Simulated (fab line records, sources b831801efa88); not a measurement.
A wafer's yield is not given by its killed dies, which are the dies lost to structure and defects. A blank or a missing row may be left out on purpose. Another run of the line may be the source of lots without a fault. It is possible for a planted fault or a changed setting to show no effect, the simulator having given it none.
Comparing a struck lot with a sound one || flow sky130 || 43 steps out of a route of 708
Sound: these wafers, L698.4, L698.5, L698.6. Wafers L708.2, L708.3, L708.6 were the ones struck. The cause comes at the end.
Per side, at each step with rows, come the tool, then ch with its chambers, and then its first start. Under that, the readings that differ: sound wafers || struck wafers || difference of the means || sigmas: that difference in standard deviations of wafers without a fault.
alike: same words and numbers on both sides, and readings whose means sit less than 2 such deviations apart. not compared: any withheld reading, any reading some wafer has no value for, any bound like >300 that may hide the same value, and any number with overlapping values for which the record gives no deviation.
A row with sigmas, a row that says differs or no value, or rows on one side alone: a step with any of these is where the two part. When numbers do not overlap yet have no deviation, they are printed without sigmas and do not part them. Lack of a reading on every wafer of one side parts them only where that side has two or more wafers.

first, 2 steps without rows for these wafers: SKY_VIA2_CLEAN_18 (cleans in IPA, time 180 s); SKY_VIA2_CLEAN_19 (cleans in O3/DIW).
SKY_VIA2_SPUTTER_20: material TiN, target thk 20 nm, time 80 s.
  struck on pvd sputter-03, day 42 12:52; sound on pvd sputter-04, day 39 22:46
  alike: throttle valve pct
SKY_VIA2_CVD_21: deposits W, target thk 420 nm, time 126.4 s.
  sound on cvd w-01 ch 0,1, day 39 22:52; struck on cvd w-01 ch 0,1, day 42 12:56
  alike: chamber pressure Torr, heater power w
SKY_VIA2_RS_MEAS_22: uses a four-point probe to measure.
  struck on film metro-04, day 42 13:05; sound on film metro-04, day 39 23:01
  alike: VIA2_W_RS
SKY_VIA2_THK_MEAS_23: measures by xrf.
  struck on film metro-04, day 42 13:12; sound on film metro-04, day 39 23:06
  alike: VIA2_W_THK
then, 1 step without rows for these wafers: SKY_VIA2_CMP_24 (polishes, stops on SiO2, t overpolish 20 s, target thk 0 nm).
SKY_METAL3_SPUTTER_00: material Ti, target thk 15 nm, time 10 s.
  struck on pvd sputter-03, day 42 13:33; sound on pvd sputter-04, day 39 23:26
  alike: throttle valve pct
then, 4 steps without rows for these wafers: SKY_METAL3_SPUTTER_01 (material TiN, target thk 20 nm, time 16.7 s); SKY_METAL3_SPUTTER_02 (material AlCu, target thk 735 nm, time 39.1 s); SKY_METAL3_SPUTTER_03 (material Ti, target thk 5 nm, time 3.3 s); SKY_METAL3_SPUTTER_04 (material TiN, target thk 70 nm, time 58.3 s).
SKY_CAPM_CVD_00: deposits SiO2, target thk 15.5 nm.
  sound on pecvd-01 ch 0,1,2, day 39 23:36; struck on pecvd-01 ch 1,2, day 42 13:42
{"reading": "rf fwd power W (W)", "sound": "444.0 446.0 443.4", "struck": "368.6 374.6 369.0", "difference": -73.7, "sigmas": -29}
{"reading": "model.SiO2_of_CAPM_CVD_00.thk nm (nm)", "sound": "15.58 15.62 15.77", "struck": "14.63 14.71 14.66", "difference": -0.99, "sigmas": ""}
  alike: heater power w
SKY_CAPM_THK_MEAS_01:
  struck on film metro-04, day 42 13:58; sound on film metro-02, day 39 23:38
{"reading": "CAPM_CVD_00_THK (nm)", "sound": "15.60 15.59 15.76", "struck": "14.62 14.70 14.65", "difference": -0.99, "sigmas": -5}
  not compared: hold
SKY_CAPM_RS_MEAS_03: uses a four-point probe to measure.
  struck on film metro-02, day 42 18:17; sound on film metro-03, day 39 23:50
  alike: CAPM_TIN_RS
SKY_CAPM_THK_MEAS_04: measures by xrf.
  struck on film metro-02, day 42 18:24; sound on film metro-03, day 39 23:56
  alike: CAPM_TIN_THK
then, 7 steps without rows for these wafers: SKY_CAPM_DEHYDRATE_05 (time 60 s); SKY_CAPM_HMDS_06 (prime time 60 s); SKY_CAPM_COAT_07 (resist thk 1140 nm); SKY_CAPM_SOFTBAKE_08 (time 60 s); SKY_CAPM_EXPOSE_09 (exposes mask CAPM, target cd 1000 nm); SKY_CAPM_PEB_10; SKY_CAPM_DEVELOP_11 (develop time 60 s).
SKY_CAPM_OVL_MEAS_12:
  struck on overlay-02, day 43 11:30; sound on overlay-01, day 40 23:38
  alike: CAPM_OVL
SKY_CAPM_METAL_ETCH_13: etches TiN in Cl2/BCl3, stops on SiO2, target depth 220 nm, time 62.9 s.
  sound on rie metal-01 ch 0,1, day 40 23:41; struck on rie metal-04 ch 0,1, day 43 11:32
  alike: drypump motor current A, oes product au, throttle valve pct
  not compared: rf hours counter h
then, 12 steps without rows for these wafers: SKY_CAPM_STRIP_14 (strips in O2/N2); SKY_CAPM_STRIP_15 (strips in post etch residue remover, time 1200 s); SKY_CAPM_CLEAN_16 (cleans in IPA, time 180 s); SKY_CAPM_CLEAN_17 (cleans in O3/DIW); SKY_METAL3_DEHYDRATE_05 (time 60 s); SKY_METAL3_HMDS_06 (prime time 60 s); SKY_METAL3_COAT_07 (resist thk 60 nm); SKY_METAL3_COAT_08 (resist thk 1140 nm); SKY_METAL3_SOFTBAKE_09 (time 90 s); SKY_METAL3_EXPOSE_10 (exposes mask MM3, target cd 300 nm); SKY_METAL3_PEB_11; SKY_METAL3_DEVELOP_12 (develop time 60 s).
SKY_METAL3_CD_MEAS_13: target cd 300 nm.
  struck on cd sem-01, day 44 10:40; sound on cd sem-02, day 41 23:23
  alike: cd nm
SKY_METAL3_OVL_MEAS_14:
  struck on overlay-02, day 44 10:46; sound on overlay-02, day 41 23:28
  alike: METAL3_OVL
then, 1 step without rows for these wafers: SKY_METAL3_DESCUM_15 (chemistry O2, time 8 s).
SKY_METAL3_ETCH_16: etches BARC in N2/H2, stops on SiO2, time 88.2 s, target depth 60 nm.
  sound on rie metal-03 ch 0,1, day 41 23:33; struck on rie metal-04 ch 1, day 44 10:50
{"reading": "drypump motor current A (A)", "sound": "5.1 5.8 5.1", "struck": "6.5 6.5 6.5", "difference": "+1.2", "sigmas": "+2"}
  alike: oes product au, throttle valve pct
  not compared: rf hours counter h
SKY_METAL3_ETCH_17: etches SiO2 in C4F8/O2/Ar, stops on TiN, time 3.9 s, target depth 15 nm.
  sound on rie diel-04 ch 1,2, day 41 23:37; struck on rie diel-02 ch 2,3, day 44 10:56
{"reading": "oes product au (a.u.)", "sound": "0.757 0.755 0.763", "struck": "0.739 0.736 0.736", "difference": -0.021, "sigmas": -3}
{"reading": "model.etch.depth nm (nm)", "sound": "15.58 15.62 15.77", "struck": "14.63 14.71 14.66", "difference": -0.99, "sigmas": ""}
  not compared: rf hours counter h
-- the record jumps here: 6 days lie between the struck wafers' starts before and after (it left off in module METAL3 and takes up again in module PAD_OPEN, whose first step shown is number 708 of the route) --
SKY_PAD_OPEN_PROBE_99:
  struck on prober-01, day 50 15:23; sound on prober-01, day 48 12:52
{"reading": "model.etest.cap mim.leak log10 a cm2", "sound": "-8.961 -8.923 -9.24", "struck": "-8.573 -8.717 -8.845", "difference": "+0.330", "sigmas": ""}
{"reading": "model.etest.cap mim.c ff um2", "sound": "2.335 2.314 2.303", "struck": "2.488 2.486 2.481", "difference": "+0.168", "sigmas": ""}
  alike: defect limited yield, killed_at_M0_to_M3, killed_at_M4_up, killed at contacts, killed at front end, killed at other, killed dies, killed open, killed short, sort_bin_3_pad_short, sort_bin_5_function, sort_bin_6_memory, sort n pass, sort yield pct
  not compared: model.etest.cap mim.bv v

WHERE THEY PART
First at SKY_CAPM_CVD_00; last, within this record, at SKY_METAL3_ETCH_17. Later steps at which nothing parts them and some readings are alike: SKY_PAD_OPEN_PROBE_99.

WHY: the cause the simulator had injected
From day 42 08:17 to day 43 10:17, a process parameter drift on pecvd-01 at SKY_CAPM_CVD_00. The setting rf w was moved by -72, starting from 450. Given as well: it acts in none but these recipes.
